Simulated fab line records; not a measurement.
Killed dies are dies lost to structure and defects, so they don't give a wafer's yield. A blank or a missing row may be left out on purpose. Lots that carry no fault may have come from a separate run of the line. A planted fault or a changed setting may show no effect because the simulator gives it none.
Code-filled problem report in 8D (eight disciplines) form / flow sky130 / the parts of the form that need people (team, actions taken, sign-off) are left out

## 1. WHAT WENT WRONG
Across 2 wafers from 2 lots, CONTACT_W_RS at SKY_CONTACT_RS_MEAS_25 averages 0.371 ohm/sq, while fault-free wafers read 0.340 ohm/sq with a standard deviation of 0.0039. That puts it +7.9 standard deviations away from the usual mean.
The step: measures by four-point-probe.
First observed at day 35 09:55: wafer L659.5, on film-metro-02. At this step, 35 wafers from 12 lots have a number in the record. The rule behind "out" and "out of limits": a value lying over 4 standard deviations away from the usual mean. The rest of the wafers with a number are treated as sound.

## 2. WHAT IT IS, WHAT IT ISN'T
question=which readings at this step | is=CONTACT_W_RS | is not=-
question=which lots | is=L659, L660 | is not=L648, L649, L650, L651, L661, L662, L664, L669, L670, L671
question=which wafers of those lots | is=L659.5, L660.5 | is not=L659.2, L659.4, L660.4
question=read on which gauges | is=film-metro-02, film-metro-04 | is not=film-metro-01
question=when | is=from day 35 09:55 | is not=up to then (14 sound wafers); but 19 sound wafers of L660, L661, L662, L664, L669, L670, L671 came after

## 3. WHAT RULES OUT EACH SUSPECT
Counting: if a tool at a process step up to the reading ran every lot that is out, it stays a suspect. Sound lots after the first of them don't rule it out here, since some wafers of a struck lot are sound.
- the gauge at SKY_CONTACT_RS_MEAS_25 has been ruled out. 2 gauges (film-metro-02, film-metro-04) read the wafers that are out.
- cvd-w-01 at SKY_CONTACT_CVD_24 (deposits W, target thk 340 nm, time 102.12 s): kept. Every lot that is out went through it, the first being L659 (day 35 09:47); the last sound lot it ran before that was L651 (day 32 13:20).
Left after counting: cvd-w-01 at SKY_CONTACT_CVD_24.

## 4. THE CAUSE (what the simulator had put in)
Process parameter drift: cvd-w-01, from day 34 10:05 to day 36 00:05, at SKY_CONTACT_CVD_24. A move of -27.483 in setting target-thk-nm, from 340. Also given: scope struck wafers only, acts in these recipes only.
This tool alone remained once counting was done.

## 5. THE EFFECT CHAIN, in route order
Rows list readings where the struck wafers' mean (over those with a number) sits beyond 3 standard deviations from the usual. Only readings whose record carries a usual standard deviation are examined. hours: median over the lots of the time between each lot's start at the first step of this table that gives one and its start at this step. sigmas: the change, counted in usual standard deviations.
hours=0; step=SKY_CONTACT_RS_MEAS_25; reading=CONTACT_W_RS; usual=0.340 ohm/sq; on struck wafers=0.371; change=+0.031; sigmas=+7.9
hours=0; step=SKY_CONTACT_THK_MEAS_26; reading=CONTACT_W_THK; usual=341 nm; on struck wafers=313; change=-28; sigmas=-5.6

## 6. WHAT WOULD HAVE CAUGHT IT SOONER
In this record the first reading out of limits at a measuring or inspecting step was taken at day 35 09:55, 24 hours after the fault began at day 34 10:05.
Tool readings at SKY_CONTACT_CVD_24 with a usual standard deviation given in the record: none out on any struck wafer, hence no alarm at a limit of 4 standard deviations on them.
Among the 2 lots that are out, L660 began SKY_CONTACT_CVD_24 on cvd-w-01 after day 35 09:55. A tool hold placed at that time would have kept it from harm.
